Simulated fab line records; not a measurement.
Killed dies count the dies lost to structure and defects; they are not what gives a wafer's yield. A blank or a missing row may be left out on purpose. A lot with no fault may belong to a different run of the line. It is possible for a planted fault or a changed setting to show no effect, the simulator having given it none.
Matching of chambers / flow gf180mcu / GF_CONTACT_CMP_04 on cmp-02 has 4 sister chambers
The step polishes SiO2. 14 wafers are shown with their chamber, then 7 later ones without.

WAFERS WITH THEIR CHAMBER
wafer=L926.1; chamber=2; motor_current_A (A)=10.3; time_to_endpoint_s (s)=115
wafer=L926.3; chamber=0; motor_current_A (A)=12.7; time_to_endpoint_s (s)=109
wafer=L926.6; chamber=2; motor_current_A (A)=10.4; time_to_endpoint_s (s)=118
wafer=L930.1; chamber=1; motor_current_A (A)=12.8; time_to_endpoint_s (s)=104
wafer=L930.5; chamber=1; motor_current_A (A)=13.0; time_to_endpoint_s (s)=117
wafer=L930.6; chamber=0; motor_current_A (A)=12.5; time_to_endpoint_s (s)=121
wafer=L934.1; chamber=1; motor_current_A (A)=12.9; time_to_endpoint_s (s)=98
wafer=L934.3; chamber=0; motor_current_A (A)=12.6; time_to_endpoint_s (s)=104
wafer=L934.5; chamber=3; motor_current_A (A)=12.3; time_to_endpoint_s (s)=115
wafer=L937.1; chamber=3; motor_current_A (A)=11.7; time_to_endpoint_s (s)=107
wafer=L937.2; chamber=1; motor_current_A (A)=13.2; time_to_endpoint_s (s)=98
wafer=L937.3; chamber=2; motor_current_A (A)=10.0; time_to_endpoint_s (s)=107
wafer=L942.1; chamber=3; motor_current_A (A)=11.9; time_to_endpoint_s (s)=112
wafer=L942.5; chamber=1; motor_current_A (A)=12.1; time_to_endpoint_s (s)=110

SIGNATURES (averages over the wafers above)
reading=motor_current_A; chamber 0=12.600; chamber 1=12.800; chamber 2=10.233; chamber 3=11.967; scatter within a chamber=0.315
reading=time_to_endpoint_s; chamber 0=111.33; chamber 1=105.40; chamber 2=113.33; chamber 3=111.33; scatter within a chamber=7.19
Rule: a wafer's distance from a chamber is the root of the sum, over the readings, of the square of ((its reading less the chamber's mean) divided by the reading's scatter). The wafer belongs to the nearest chamber; if the next one is less than 2 further off, it can't be placed. The scatter is the square root of a quotient: the sum, over the shown wafers, of each reading's squared deviation from its chamber's mean, divided by wafers minus chambers.

WAFERS WHOSE CHAMBER IS MISSING
wafer=L942.6; motor_current_A (A)=12.1; time_to_endpoint_s (s)=112
wafer=L943.3; motor_current_A (A)=10.2; time_to_endpoint_s (s)=109
wafer=L943.5; motor_current_A (A)=11.7; time_to_endpoint_s (s)=117
wafer=L943.6; motor_current_A (A)=12.6; time_to_endpoint_s (s)=114
wafer=L944.3; motor_current_A (A)=11.7; time_to_endpoint_s (s)=109
wafer=L944.4; motor_current_A (A)=13.0; time_to_endpoint_s (s)=109
wafer=L944.6; motor_current_A (A)=12.9; time_to_endpoint_s (s)=105

THE CHAMBER EACH PASSED THROUGH
wafer=L942.6; from the rows above=can't be placed: 3 or 0 or 1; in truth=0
wafer=L943.3; from the rows above=2; in truth=2
wafer=L943.5; from the rows above=can't be placed: 3 or 0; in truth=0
wafer=L943.6; from the rows above=can't be placed: 0 or 1 or 3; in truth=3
wafer=L944.3; from the rows above=can't be placed: 3 or 0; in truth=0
wafer=L944.4; from the rows above=can't be placed: 1 or 0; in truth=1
wafer=L944.6; from the rows above=can't be placed: 1 or 0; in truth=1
Placed correctly: 1 of 7. Unplaceable from these rows: 6, with the true chamber sitting among the candidates in 6. Placed wrongly: 0.
